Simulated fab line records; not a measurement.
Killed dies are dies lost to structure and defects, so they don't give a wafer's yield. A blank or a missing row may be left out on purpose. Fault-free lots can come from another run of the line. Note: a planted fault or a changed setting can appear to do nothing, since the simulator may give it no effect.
What tool caused it? / flow gf180mcu / 12 lots with 36 wafers sampled at 4 steps, on a route of 602 steps

WHAT THE GAUGES READ, wafer by wafer
GF_VT_IMPLANT_OVL_MEAS_07.
lot=L675; measured=day 5 15:23; on=overlay-01; VT_IMPLANT_OVL (nm)=-1.2 -0.7 -2.2
lot=L679; measured=day 6 22:21; on=overlay-01; VT_IMPLANT_OVL (nm)=-1.4 0.9 0.5
lot=L680; measured=day 7 02:55; on=overlay-01; VT_IMPLANT_OVL (nm)=-0.4 -1.4 -2.3
lot=L682; measured=day 7 11:41; on=overlay-02; VT_IMPLANT_OVL (nm)=-0.5 0.5 -0.4
lot=L683; measured=day 7 19:40; on=overlay-01; VT_IMPLANT_OVL (nm)=1.6 0.3 1.9
lot=L684; measured=day 8 01:11; on=overlay-02; VT_IMPLANT_OVL (nm)=1.8 2.6 2.5
lot=L687; measured=day 8 18:23; on=overlay-02; VT_IMPLANT_OVL (nm)=1.5 0.0 2.0
lot=L689; measured=day 9 03:50; on=overlay-02; VT_IMPLANT_OVL (nm)=- - -
lot=L692; measured=day 10 00:03; on=overlay-02; VT_IMPLANT_OVL (nm)=1.9 2.8 0.9
lot=L693; measured=day 10 04:29; on=overlay-01; VT_IMPLANT_OVL (nm)=0.9 0.9 0.0
lot=L697; measured=day 11 06:43; on=overlay-01; VT_IMPLANT_OVL (nm)=0.2 -0.6 0.5
lot=L698; measured=day 11 14:39; on=overlay-01; VT_IMPLANT_OVL (nm)=0.0 0.8 1.7

GF_VT_IMPLANT_TW_MEAS_10.
lot=L675; measured=day 5 15:40; on=filmMetro-04; VT_IMPLANT_TW=553 557 558
lot=L679; measured=day 6 22:39; on=filmMetro-04; VT_IMPLANT_TW=557 553 553
lot=L680; measured=day 7 03:12; on=filmMetro-02; VT_IMPLANT_TW=563 565 564
lot=L682; measured=day 7 11:59; on=filmMetro-03; VT_IMPLANT_TW=560 562 559
lot=L683; measured=day 7 19:57; on=filmMetro-03; VT_IMPLANT_TW=562 559 567
lot=L684; measured=day 8 01:28; on=filmMetro-04; VT_IMPLANT_TW=554 557 557
lot=L687; measured=day 8 18:40; on=filmMetro-02; VT_IMPLANT_TW=561 562 563
lot=L689; measured=day 9 04:08; on=filmMetro-02; VT_IMPLANT_TW=30 30 30
lot=L692; measured=day 10 00:20; on=filmMetro-03; VT_IMPLANT_TW=567 567 569
lot=L693; measured=day 10 04:46; on=filmMetro-03; VT_IMPLANT_TW=566 567 569
lot=L697; measured=day 11 07:00; on=filmMetro-03; VT_IMPLANT_TW=563 562 564
lot=L698; measured=day 11 14:56; on=filmMetro-02; VT_IMPLANT_TW=568 567 564

GF_VT_IMPLANT_TW_MEAS_21.
lot=L675; measured=day 6 06:34; on=filmMetro-02; VT_IMPLANT_2_TW=1214 1211 1216
lot=L679; measured=day 7 14:31; on=filmMetro-03; VT_IMPLANT_2_TW=1205 1211 1200
lot=L680; measured=day 7 18:06; on=filmMetro-03; VT_IMPLANT_2_TW=1209 1208 1209
lot=L682; measured=day 8 04:14; on=filmMetro-04; VT_IMPLANT_2_TW=1199 1203 1196
lot=L683; measured=day 8 12:39; on=filmMetro-02; VT_IMPLANT_2_TW=1207 1209 1209
lot=L684; measured=day 8 18:03; on=filmMetro-04; VT_IMPLANT_2_TW=1195 1198 1194
lot=L687; measured=day 9 11:42; on=filmMetro-02; VT_IMPLANT_2_TW=1221 1214 1219
lot=L689; measured=day 9 21:27; on=filmMetro-03; VT_IMPLANT_2_TW=1253 1253 1250
lot=L692; measured=day 10 18:20; on=filmMetro-03; VT_IMPLANT_2_TW=1225 1236 1225
lot=L693; measured=day 10 23:08; on=filmMetro-02; VT_IMPLANT_2_TW=1219 1210 1219
lot=L697; measured=day 12 02:12; on=filmMetro-04; VT_IMPLANT_2_TW=1205 1200 1199
lot=L698; measured=day 12 10:38; on=filmMetro-03; VT_IMPLANT_2_TW=1221 1220 1214

TOOL THAT RAN EACH LOT (tool first, then ch and the chambers of the sampled wafers, then the start)
lot=L675; GF_VT_IMPLANT_EXPOSE_04=ilineStepper-01 ch 0, day 5 07:55
lot=L679; GF_VT_IMPLANT_EXPOSE_04=ilineStepper-02 ch 0, day 6 14:35
lot=L680; GF_VT_IMPLANT_EXPOSE_04=ilineStepper-02 ch 0, day 6 19:17
lot=L682; GF_VT_IMPLANT_EXPOSE_04=ilineStepper-01 ch 0, day 7 04:16
lot=L683; GF_VT_IMPLANT_EXPOSE_04=ilineStepper-02 ch 0, day 7 12:05
lot=L684; GF_VT_IMPLANT_EXPOSE_04=ilineStepper-02 ch 0, day 7 16:52
lot=L687; GF_VT_IMPLANT_EXPOSE_04=ilineStepper-02 ch 0, day 8 10:29
lot=L689; GF_VT_IMPLANT_EXPOSE_04=ilineStepper-02 ch 0, day 8 19:19
lot=L692; GF_VT_IMPLANT_EXPOSE_04=ilineStepper-01 ch 0, day 9 15:53
lot=L693; GF_VT_IMPLANT_EXPOSE_04=ilineStepper-01 ch 0, day 9 20:09
lot=L697; GF_VT_IMPLANT_EXPOSE_04=ilineStepper-02 ch 0, day 10 21:58
lot=L698; GF_VT_IMPLANT_EXPOSE_04=ilineStepper-01 ch 0, day 11 05:03
- GF_VT_IMPLANT_EXPOSE_04: exposes mask LVPWELL LV AREA, target cd 600 nm.

AS READ BY THE TOOLS THEMSELVES (means over the sampled wafers that have a number; for cases with no such wafer, the mark the record gives instead)
GF_VT_IMPLANT_EXPOSE_04.
lot=L675; tool=ilineStepper-01; stageVelMmS (mm/s)=499.76
lot=L679; tool=ilineStepper-02; stageVelMmS (mm/s)=500.37
lot=L680; tool=ilineStepper-02; stageVelMmS (mm/s)=499.57
lot=L682; tool=ilineStepper-01; stageVelMmS (mm/s)=499.85
lot=L683; tool=ilineStepper-02; stageVelMmS (mm/s)=500.21
lot=L684; tool=ilineStepper-02; stageVelMmS (mm/s)=499.90
lot=L687; tool=ilineStepper-02; stageVelMmS (mm/s)=499.94
lot=L689; tool=ilineStepper-02; stageVelMmS (mm/s)=499.56
lot=L692; tool=ilineStepper-01; stageVelMmS (mm/s)=499.75
lot=L693; tool=ilineStepper-01; stageVelMmS (mm/s)=499.60
lot=L697; tool=ilineStepper-02; stageVelMmS (mm/s)=499.71
lot=L698; tool=ilineStepper-01; stageVelMmS (mm/s)=500.01

THE ANSWER, worked out from the rows above alone
Rule: what is usual is taken from the lots themselves. The widest of any qualifying gaps counts: lots, ordered by their means at a reading, are off when they make up no more than a third of the lots, leave a main group of 4 or more, and stand apart from it by 3 or more times the standard deviation of that group's means. A main group whose means are all the same, to the digits that the tables above print for the reading, isn't used. Also off: a lot with no number at a reading for which 4 or more lots have one. All remaining lots with rows at the step are treated as sound. Order of review: gauges by route order, followed by the tools' own readings, for which a lot's mean as printed above is used. The first step at which some lot is off is used, and at that step the reading that is off furthest; a lot without a number counts as furthest.
Off: L689, seen at GF_VT_IMPLANT_OVL_MEAS_07 (VT_IMPLANT_OVL). Without a number there: L689. The main group: mean 0.5 nm, standard deviation 1.1.
If a tool, at a process step before that reading, ran all the lots that are off and no sound lot after the first of them, it fits. Not tried: the gauges at GF_VT_IMPLANT_OVL_MEAS_07; whatever is off there is also off at GF_VT_IMPLANT_TW_MEAS_10, on other tools, and gauge error can't account for it. Not one of the candidates tried fits.

WHAT THE SIMULATOR HAD PUT IN
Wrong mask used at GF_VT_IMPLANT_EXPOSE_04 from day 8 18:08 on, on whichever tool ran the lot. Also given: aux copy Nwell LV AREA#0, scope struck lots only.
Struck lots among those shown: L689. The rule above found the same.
